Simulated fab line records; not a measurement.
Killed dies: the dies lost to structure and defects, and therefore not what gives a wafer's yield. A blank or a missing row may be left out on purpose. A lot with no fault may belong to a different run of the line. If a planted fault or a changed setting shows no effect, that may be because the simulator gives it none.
Chamber matching + flow gf180mcu + 3 sister chambers for GF_SAB_CVD_00 on pecvd-01
The step deposits SiO2 from TEOS, target thk 50 nm, time 4.9302 s. 3 wafers are shown with their chamber, then 7 later ones without.

== WAFERS PAIRED WITH THEIR CHAMBERS ==
| wafer  | chamber | heater_power_outer_w (W) |
|--------|---------|--------------------------|
| L882.1 | 1       | 362                      |
| L889.1 | 0       | 516                      |
| L889.2 | 2       | 332                      |

== WAFERS WITHOUT THEIR CHAMBER ==
| wafer  | heater_power_outer_w (W) |
|--------|--------------------------|
| L889.3 | 367                      |
| L890.1 | 405                      |
| L890.3 | 373                      |
| L890.5 | 378                      |
| L892.1 | 523                      |
| L892.3 | 493                      |
| L892.6 | 506                      |

== EACH ONE'S CHAMBER ==
| wafer  | from the rows above     | in truth |
|--------|-------------------------|----------|
| L889.3 | can't be placed: 1 or 2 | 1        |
| L890.1 | can't be placed: 1 or 2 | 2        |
| L890.3 | can't be placed: 1 or 2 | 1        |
| L890.5 | can't be placed: 1 or 2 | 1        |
| L892.1 | 0                       | 0        |
| L892.3 | 0                       | 0        |
| L892.6 | 0                       | 0        |
3 of 7 placed correctly. These rows do not allow placing 4 (true chamber among the candidates in 4). Number placed wrongly: 0.
How it was worked out, from the rows above alone: a wafer's distance from a chamber is the root of the sum, over the readings, of the square of ((its reading less the chamber's mean) divided by the reading's scatter). The wafer belongs to the nearest chamber; if the next one is less than 2 further off, it can't be placed. Each chamber's mean is taken over the wafers shown for it. The scatter: root of mean squared gap, hidden wafer to nearest shown wafer, with one shown wafer a chamber.
